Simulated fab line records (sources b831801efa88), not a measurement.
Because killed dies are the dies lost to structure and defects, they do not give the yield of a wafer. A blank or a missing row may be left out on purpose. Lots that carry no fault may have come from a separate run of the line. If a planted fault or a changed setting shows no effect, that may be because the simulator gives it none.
fab line records ; flow sfqLine
[record] lots = 14; wafers = 42; lastDay = 95
route steps=325 shown M2@101 I3@144 I4@164 JJ@180
lots that met no fault: from a run of the same line without faults
startH: start of the lot's first displayed wafer, in hours after the record's first day ; waitH: hours from the lot's prior step to this one ; " as in the row above ; L1.1+2: several wafers, shown together as one row ; - no value, or no start given ; * or withheld: withheld ; < > ~ a bound
route shown NAME@n: NAME is a module with steps in the file, n the number in the route of the first one ; usual: mean/standard deviation taken from wafers without a fault ; same: alike in all rows ; chamber/n: place in a boat ; sites: the reading at each site ; _std_site: standard deviation across them ; _edge_site: mean of outer sites minus mean of inner sites ; radiusMm: how far each site lies from the wafer's centre ; mask NAME#n: copy n ; behind: the last tool/chamber to shape the wafer ; hold: the reason the lot was held/the length of the hold in hours/how it ended ; device: transistor that didn't switch, given as n, p or np ; end of line: at the end of the route, the tests of the same wafers ; step lacking rows: just its recipe ; killed: not the wafer's yield, but the dies lost to structure and defects at the first sort ; map: shows each die of a wafer: x if killed, . if not, _ if none is there
set.NAME: setting as actually run; set.NAME@STEP: the setting as run at that earlier step ; model.NAME: the simulator's own value behind a step, which no gauge read
steps of the route over a sample of lots; a table a step, a row a wafer
services: when a tool's chamber went out of use (startH, in hours from the record's first day, below 0 if earlier), for how many hours, and the reason
[[steps]]
[step SFQ_TRILAYER_M2_STRIP_STRIP_061]
[recipe] gas = O2; powerW = 200; platenTempC = 40; overashFraction = 0.65; chemistry = O2; pressureMtorr = 50
[usual] drypumpMotorCurrentA = 5.7/0.42; oesProductAu = 1.005/0.0087
[same] overashFraction = 0.65
lot.wafer;tool;chamber;startH;waitH;drypumpMotorCurrentA;oesProductAu;rfHoursCounterH
L628.3;rieMetal-02;0;750.52;0.2;5.4;1.009;-
L628.4;rieMetal-02;1;750.52;0.2;6.2;1.005;-
L628.6;rieMetal-02;0;750.52;0.2;5.4;1.007;-
L629.1;rieMetal-02;1;752.72;0.1;6.3;1.005;23
L629.4;rieMetal-02;0;752.72;0.1;5.4;1.012;-
L629.5;rieMetal-02;0;752.72;0.1;5.4;1.007;-
L631.3;rieMetal-02;0;756.52;0.2;5.4;0.988;-
L631.4;rieMetal-02;1;756.52;0.2;6.2;0.991;-
L631.5;rieMetal-02;0;756.52;0.2;5.4;1.003;-
L632.1;rieMetal-03;1;758.91;0.2;5.3;1.010;60
L632.3;rieMetal-03;1;758.91;0.2;5.3;0.999;-
L632.4;rieMetal-03;1;758.91;0.2;5.3;1.017;-
L633.4;rieMetal-04;1;760.12;0.2;6.0;0.996;-
L633.5;rieMetal-04;0;760.12;0.2;6.2;1.017;-
L633.6;rieMetal-04;1;760.12;0.2;6.0;0.990;-
L634.2;rieMetal-03;1;762.71;0.4;5.3;1.014;-
L634.4;rieMetal-03;1;762.71;0.4;5.3;1.012;-
L634.6;rieMetal-03;1;762.71;0.4;5.3;0.998;-
L635.1;rieMetal-04;0;764.72;0.1;6.3;1.005;103
L635.4;rieMetal-04;0;764.72;0.1;6.3;1.006;-
L635.5;rieMetal-04;0;764.72;0.1;6.2;1.013;-
L636.1;rieMetal-03;1;765.92;0.1;5.3;1.007;62
L636.5;rieMetal-03;0;765.92;0.1;5.4;1.014;-
L636.6;rieMetal-03;1;765.92;0.1;5.3;1.000;-
L637.3;rieMetal-04;0;772.25;0.2;6.2;1.012;-
L637.4;rieMetal-04;1;772.25;0.2;6.1;1.001;-
L637.5;rieMetal-04;1;772.25;0.2;6.1;0.994;-
L641.1;rieMetal-03;0;778.31;0.1;5.4;1.014;56
L641.2;rieMetal-03;1;778.31;0.1;5.3;1.008;65
L641.6;rieMetal-03;1;778.31;0.1;5.3;0.999;-
L643.1;rieMetal-02;0;781.91;0.1;5.4;0.995;81
L643.2;rieMetal-02;1;781.91;0.1;6.3;0.992;28
L643.6;rieMetal-02;0;781.91;0.1;5.4;1.000;-
L645.1;rieMetal-04;0;784.92;0.1;6.2;1.008;107
L645.5;rieMetal-04;0;784.92;0.1;6.2;1.019;-
L645.6;rieMetal-04;1;784.92;0.1;6.0;0.997;-
L646.1;rieMetal-03;1;786.12;0.1;5.3;1.011;66
L646.2;rieMetal-03;0;786.12;0.1;5.4;1.014;58
L646.5;rieMetal-03;1;786.12;0.1;5.3;1.011;-
L649.3;rieMetal-02;1;952.75;0.2;6.2;1.002;-
L649.4;rieMetal-02;0;952.75;0.2;5.4;0.995;-
L649.6;rieMetal-02;0;952.75;0.2;5.4;1.007;-
[step SFQ_TRILAYER_I3_VIA_BARC_OPEN_VIA_ETCH_121]
[recipe] maskMaterial = PR; chemistry = O2; targetDepthNm = 125; target = BARC; sourceW = 500; biasW = 80; pressureMtorr = 30; timeS = 41.7
[usual] drypumpMotorCurrentA = 5.6/0.48; oesProductAu = 0.684/0.0046
[same] timeS = 41.7
lot.wafer;tool;chamber;startH;waitH;drypumpMotorCurrentA;oesProductAu;rfHoursCounterH
L628.3;rieDiel-03;3;1169.68;0.0;5.9;0.674;20
L628.4;rieDiel-03;1;1169.68;0.0;5.7;0.680;8
L628.6;rieDiel-03;0;1169.68;0.0;5.7;0.677;-
L629.1;rieDiel-02;2;1170.88;0.0;5.1;0.681;8
L629.4;rieDiel-02;3;1170.88;0.0;6.0;0.692;-
L629.5;rieDiel-02;2;1170.88;0.0;5.1;0.677;-
L631.3;rieDiel-03;1;1175.68;0.0;5.7;0.680;8
L631.4;rieDiel-03;2;1175.68;0.0;5.5;0.684;15
L631.5;rieDiel-03;0;1175.68;0.0;5.7;0.682;-
L632.1;rieDiel-02;0;1179.41;0.0;5.6;0.675;6
L632.3;rieDiel-02;3;1179.41;0.0;6.0;0.684;17
L632.4;rieDiel-02;1;1179.41;0.0;5.9;0.677;14
L633.4;rieDiel-03;1;1180.61;0.0;5.7;0.680;8
L633.5;rieDiel-03;1;1180.61;0.0;5.7;0.688;-
L633.6;rieDiel-03;0;1180.61;0.0;5.6;0.684;-
L634.2;rieDiel-04;1;1183.01;0.0;5.6;0.692;9
L634.4;rieDiel-04;2;1183.01;0.0;4.7;0.686;14
L634.6;rieDiel-04;0;1183.01;0.0;6.6;0.698;-
L635.1;rieDiel-02;2;1185.41;0.0;5.1;0.685;8
L635.4;rieDiel-02;0;1185.41;0.0;5.6;0.692;6
L635.5;rieDiel-02;2;1185.41;0.0;5.1;0.686;-
L636.1;rieDiel-03;1;1190.33;0.0;5.7;0.689;8
L636.5;rieDiel-03;1;1190.33;0.0;5.7;0.690;-
L636.6;rieDiel-03;2;1190.33;0.0;5.5;0.677;-
L637.3;rieDiel-04;0;1192.73;0.0;6.6;0.696;13
L637.4;rieDiel-04;1;1192.73;0.0;5.6;0.685;9
L637.5;rieDiel-04;1;1192.73;0.0;5.6;0.688;-
L641.1;rieDiel-02;2;1199.93;0.0;5.1;0.687;8
L641.2;rieDiel-02;3;1199.93;0.0;6.0;0.688;17
L641.6;rieDiel-02;3;1199.93;0.0;6.0;0.685;-
L643.1;rieDiel-04;2;1204.73;0.0;4.7;0.686;14
L643.2;rieDiel-04;0;1204.73;0.0;6.6;0.690;13
L643.6;rieDiel-04;0;1204.73;0.0;6.6;0.685;-
L645.1;rieDiel-03;1;1207.13;0.0;5.7;0.686;9
L645.5;rieDiel-03;0;1207.13;0.0;5.7;0.687;-
L645.6;rieDiel-03;1;1207.13;0.0;5.7;0.680;-
L646.1;rieDiel-04;0;1208.33;0.0;6.6;0.682;14
L646.2;rieDiel-04;3;1208.33;0.0;5.0;0.683;18
L646.5;rieDiel-04;2;1208.33;0.0;4.7;0.682;-
L649.3;rieDiel-02;3;1233.66;0.0;6.0;0.681;18
L649.4;rieDiel-02;1;1233.66;0.0;5.9;0.680;14
L649.6;rieDiel-02;0;1233.66;0.0;5.6;0.675;-
[step SFQ_TRILAYER_I4_CMP_CMP_100]
[recipe] material = SiO2; downForcePsi = 3; platenRpm = 60; padVelocityMS = 0.94248
[usual] motorCurrentA = 10.0/1.1; timeToEndpointS = 217/8.4
lot.wafer;tool;chamber;startH;waitH;motorCurrentA;timeToEndpointS
L628.3;cmp-02;3;1303.15;24.5;11.4;206
L628.4;cmp-02;0;1303.15;24.5;9.5;224
L628.6;cmp-02;3;1305.15;26.4;11.7;211
L629.1;cmp-01;1;1304.65;24.8;10.3;223
L629.4;cmp-01;3;1305.65;25.7;9.1;220
L629.5;cmp-01;0;1305.65;25.7;10.3;219
L631.3;cmp-02;3;1309.15;24.5;11.5;221
L631.4;cmp-02;0;1309.15;24.5;10.0;226
L631.5;cmp-02;3;1311.15;26.4;11.9;228
L632.1;cmp-02;3;1315.15;24.9;11.9;214
L632.3;cmp-02;0;1315.15;24.9;10.0;218
L632.4;cmp-02;2;1316.65;26.4;8.2;227
L633.4;cmp-01;1;1317.65;26.2;10.9;215
L633.5;cmp-01;2;1317.65;26.2;10.4;205
L633.6;cmp-01;3;1317.65;26.2;9.6;224
L634.4;cmp-02;2;1318.15;23.1;8.9;226
L634.2;cmp-02;0;1319.15;24.1;9.9;218
L634.6;cmp-02;3;1320.65;25.6;12.1;224
L635.4;cmp-02;2;1321.15;22.5;8.7;227
L635.1;cmp-02;0;1322.15;23.5;9.7;209
L635.5;cmp-02;2;1323.15;24.5;8.7;227
L636.1;cmp-01;1;1326.22;21.6;10.8;221
L636.5;cmp-01;1;1328.22;23.5;10.4;219
L636.6;cmp-01;2;1328.22;23.5;9.7;215
L637.4;cmp-02;2;1327.65;19.8;8.9;223
L637.3;cmp-02;0;1328.65;20.8;9.9;224
L637.5;cmp-02;1;1328.65;20.8;8.1;221
L641.1;cmp-01;0;1335.72;20.3;11.0;217
L641.2;cmp-01;1;1335.72;20.3;10.9;221
L641.6;cmp-01;0;1337.72;22.2;10.9;215
L643.2;cmp-02;2;1340.15;21.1;8.9;119
L643.1;cmp-02;3;1340.15;21.1;12.2;215
L643.6;cmp-02;1;1341.65;22.6;9.1;214
L645.1;cmp-02;1;1343.15;19.3;8.0;211
L645.6;cmp-02;3;1344.15;20.3;11.8;222
L645.5;cmp-02;0;1344.15;20.3;10.6;130
L646.2;cmp-01;1;1344.22;18.0;11.1;218
L646.1;cmp-01;0;1345.72;19.5;10.8;212
L646.5;cmp-01;1;1345.72;19.5;10.5;227
L649.3;cmp-01;0;1354.51;4.3;11.2;218
L649.4;cmp-01;1;1354.51;4.3;10.7;221
L649.6;cmp-01;0;1356.51;6.2;10.6;220
[step SFQ_TRILAYER_JJ_TRILAYER_DEP_SPUTTER_110]
[recipe] material = Al; basePressurePa = 1.33e-06; targetThkNm = 8; powerW = 500; timeS = 10; chamberPressurePa = 0.4
[usual] chamberPressurePa = 0.4000/0.00076; throttleValvePct = 30.0/1.4
[same] timeS = 10
lot.wafer;tool;chamber;startH;waitH;chamberPressurePa;throttleValvePct
L628.3;pvdSputter-05;-;1311.50;0.0;0.4002;31.0
L628.4;pvdSputter-05;-;1311.50;0.0;0.3997;30.0
L628.6;pvdSputter-05;-;1311.50;0.0;0.4004;29.8
L629.1;pvdSputter-06;-;1313.90;0.0;0.3983;29.3
L629.4;pvdSputter-06;-;1313.90;0.0;0.4005;30.0
L629.5;pvdSputter-06;-;1313.90;0.0;0.4014;30.1
L631.3;pvdSputter-05;-;1318.70;0.0;0.4008;29.9
L631.4;pvdSputter-05;-;1318.70;0.0;0.3993;30.1
L631.5;pvdSputter-05;-;1318.70;0.0;0.4005;31.0
L632.1;pvdSputter-05;-;1325.52;0.0;0.3993;30.2
L632.3;pvdSputter-05;-;1325.52;0.0;0.3989;26.6
L632.4;pvdSputter-05;-;1325.52;0.0;0.3998;31.4
L633.4;pvdSputter-04;-;1327.10;0.0;0.3997;31.2
L633.5;pvdSputter-04;-;1327.10;0.0;0.3999;31.4
L633.6;pvdSputter-04;-;1327.10;0.0;0.3999;31.3
L634.2;pvdSputter-06;-;1329.50;0.0;0.4010;27.1
L634.4;pvdSputter-06;-;1329.50;0.0;0.4007;29.8
L634.6;pvdSputter-06;-;1329.50;0.0;0.3986;30.7
L635.1;pvdSputter-04;-;1332.07;0.0;0.4005;31.1
L635.4;pvdSputter-04;-;1332.07;0.0;0.4018;31.2
L635.5;pvdSputter-04;-;1332.07;0.0;0.4000;31.4
L636.1;pvdSputter-06;-;1335.50;0.0;0.3994;30.7
L636.5;pvdSputter-06;-;1335.50;0.0;0.4002;30.1
L636.6;pvdSputter-06;-;1335.50;0.0;0.3985;29.4
L637.3;pvdSputter-06;-;1342.87;0.0;0.3983;27.0
L637.4;pvdSputter-06;-;1342.87;0.0;0.4000;30.6
L637.5;pvdSputter-06;-;1342.87;0.0;0.4009;30.8
L641.1;pvdSputter-06;-;1349.92;0.0;0.3991;30.0
L641.2;pvdSputter-06;-;1349.92;0.0;0.4005;27.1
L641.6;pvdSputter-06;-;1349.92;0.0;0.4004;29.5
L643.1;pvdSputter-06;-;1352.30;0.0;0.4018;29.4
L643.2;pvdSputter-06;-;1352.30;0.0;0.4012;30.1
L643.6;pvdSputter-06;-;1352.30;0.0;0.4014;29.5
L645.1;pvdSputter-04;-;1477.99;0.0;0.4001;31.1
L645.5;pvdSputter-04;-;1477.99;0.0;0.3979;31.2
L645.6;pvdSputter-04;-;1477.99;0.0;0.3990;31.4
L646.1;pvdSputter-06;-;1481.58;0.0;0.4013;30.7
L646.2;pvdSputter-06;-;1481.58;0.0;0.4007;27.0
L646.5;pvdSputter-06;-;1481.58;0.0;0.3996;29.3
L649.3;pvdSputter-04;-;1503.17;0.0;0.4008;30.8
L649.4;pvdSputter-04;-;1503.17;0.0;0.4004;31.5
L649.6;pvdSputter-04;-;1503.17;0.0;0.3999;31.3
[[services]]
tool;chamber;startH;hours;kind
cmp-02;-;748.01;4.0;pm
cmp-02;-;788.50;4.7;pm
cmp-02;-;793.52;2.0;repair
pvdSputter-06;-;805.42;2.8;repair
cmp-01;-;823.33;1.0;repair
pvdSputter-06;-;840.10;2.1;repair
cmp-01;-;842.61;0.6;repair
cmp-02;-;846.71;2.4;repair
cmp-02;-;890.32;3.9;repair
cmp-02;-;909.70;22.7;repair
pvdSputter-06;-;965.19;0.8;repair
cmp-02;-;1064.43;7.6;pm
cmp-02;-;1090.07;4.0;pm
pvdSputter-06;-;1119.80;0.6;repair
pvdSputter-06;-;1125.90;2.6;repair
cmp-02;-;1157.07;5.8;pm
cmp-02;-;1226.86;10.2;repair
pvdSputter-06;-;1274.81;4.0;repair
cmp-02;-;1285.10;6.1;pm
cmp-02;-;1349.75;1.2;repair
cmp-02;-;1374.74;0.5;repair
cmp-02;-;1431.68;4.0;pm
pvdSputter-06;-;1442.18;13.5;repair
cmp-02;-;1466.25;0.4;repair
[[key]]
[firstSign] step = SFQ_TRILAYER_I4_CMP_CMP_100; reading = timeToEndpointS; direction = down; sigmas = 11; usual = *; struck = *
effect none on later readings
metAt SFQ_TRILAYER_I4_CMP_CMP_100
struckLots L643,L645
struckWafers L643.2,L645.5
notActingAt SFQ_TRILAYER_M2_STRIP_STRIP_061,SFQ_TRILAYER_I3_VIA_BARC_OPEN_VIA_ETCH_121,SFQ_TRILAYER_JJ_TRILAYER_DEP_SPUTTER_110
onsetBetween 1327.65 1340.15
[fault] kind = processParameterDrift; tool = cmp-02; chamber = -; onsetH = 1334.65; steps = SFQ_TRILAYER_I4_CMP_CMP_100; channel = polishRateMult; offset = 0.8; shape = step; endH = 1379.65; scope = struckWafersOnly
